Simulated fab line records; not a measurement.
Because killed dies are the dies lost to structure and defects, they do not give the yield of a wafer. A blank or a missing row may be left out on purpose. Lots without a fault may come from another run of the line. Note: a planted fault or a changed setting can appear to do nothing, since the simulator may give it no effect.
A lot that was struck, set against a sound lot | flow sky130 | 15 out of 708 route steps
Sound: these wafers, L568.3, L568.4, L568.6. Wafers struck: L561.1, L561.3. The cause is given at the end.
Each step with rows lists, per side, the tool, then ch with its chambers, then its first start. Under that, the readings that differ: sound wafers | struck wafers | difference of the means | sigmas: that difference in standard deviations of wafers without a fault.
alike: readings with means less than 2 such deviations apart, plus words and numbers identical on both sides. not compared: withheld readings, readings lacking a value on some wafer, bounds such as >300 that could conceal the same value, and numbers that have no deviation in the record and whose values overlap.
Wherever a step has rows on one side only, a row that says differs or no value, or a row with sigmas, the two part there. When numbers do not overlap yet have no deviation, they are printed without sigmas and do not part them. A reading missing from all wafers of one side parts the sides only when that side holds two or more wafers.

SKY_VIA3_OVL_MEAS_13:
  struck on overlay-01, day 43 19:02; sound on overlay-01, day 45 06:18
  alike: VIA3_OVL
SKY_VIA3_ETCH_14: etches BARC in N2/H2, stops on SiO2, time 45.9 s, target depth 60 nm.
  sound on rieDiel-04 ch 0,1,3, day 45 06:19; struck on rieDiel-04 ch 1,2, day 43 19:04
  alike: chamberPressureMTorr, drypumpMotorCurrentA, oesProductAu, throttleValvePct
  not compared: rfHoursCounterH
then, 1 step without rows for these wafers: SKY_VIA3_ETCH_15 (etches SiO2 in C4F8/O2/Ar, stops on TiN, target depth 507 nm, time 78 s).
SKY_VIA3_STRIP_16: strips in O2/N2.
  sound on plasmaAsher-01 ch 0,1, day 45 06:28; struck on plasmaAsher-03 ch 0, day 43 19:10
  alike: chamberPressureMTorr, drypumpMotorCurrentA, oesProductAu, stripTimeToEndpointS
  not compared: rfHoursCounterH
then, 3 steps without rows for these wafers: SKY_VIA3_STRIP_17 (strips in post etch residue remover, time 1200 s); SKY_VIA3_CLEAN_18 (cleans in IPA, time 180 s); SKY_VIA3_CLEAN_19 (cleans in O3/DIW).
SKY_VIA3_SPUTTER_20: material TiN, target thk 20 nm, time 80 s.
  struck on pvdSputter-03, day 43 19:46; sound on pvdSputter-02, day 45 07:31
reading              | sound          | struck    | difference | sigmas
throttleValvePct (%) | 29.5 27.5 27.5 | 31.5 30.2 | +2.7       | +2
then, 1 step without rows for these wafers: SKY_VIA3_CVD_21 (deposits W, target thk 390 nm, time 117.31 s).
SKY_VIA3_RS_MEAS_22: a four-point-probe measurement.
  struck on filmMetro-03, day 43 19:57; sound on filmMetro-01, day 45 07:44
reading            | sound                | struck        | difference | sigmas
VIA3_W_RS (ohm/sq) | 0.2896 0.2964 0.2921 | 0.2970 0.2993 | +0.0055    | +2
SKY_VIA3_THK_MEAS_23: measures by xrf.
  struck on filmMetro-03, day 43 20:04; sound on filmMetro-01, day 45 07:50
reading         | sound       | struck  | difference | sigmas
VIA3_W_THK (nm) | 396 385 390 | 381 378 | -11        | -2
SKY_VIA3_CMP_24: polishes, stops on SiO2, t overpolish 20 s, target thk 0 nm.
  sound on cmp-02 ch 0,1, day 45 07:52; struck on cmp-02 ch 0,1, day 43 20:08
  alike: edgeZonePressureFrac, motorCurrentA, overpolishRunS, timeToEndpointS
SKY_METAL4_SPUTTER_00: material Ti, target thk 15 nm, time 10 s.
  struck on pvdSputter-04, day 43 20:26; sound on pvdSputter-03, day 45 08:10
reading                                  | sound          | struck      | difference | sigmas
model.Ti_of_METAL4_SPUTTER_00.thkNm (nm) | 14.96 15 14.89 | 12.91 12.91 | -2.04      | 
  alike: throttleValvePct
SKY_METAL4_SPUTTER_01: material TiN, target thk 20 nm, time 16.7 s.
  struck on pvdSputter-04, day 43 20:27; sound on pvdSputter-03, day 45 08:11
  alike: throttleValvePct
after that, 1 step had no rows for these wafers: SKY_PAD_OPEN_PROBE_99.

WHERE THEY PART
Last at SKY_VIA3_THK_MEAS_23 as far as this record goes, first at SKY_VIA3_SPUTTER_20. Later steps at which nothing parts them and some readings are alike: SKY_VIA3_CMP_24, SKY_METAL4_SPUTTER_00, SKY_METAL4_SPUTTER_01.

WHY: the cause the simulator had injected
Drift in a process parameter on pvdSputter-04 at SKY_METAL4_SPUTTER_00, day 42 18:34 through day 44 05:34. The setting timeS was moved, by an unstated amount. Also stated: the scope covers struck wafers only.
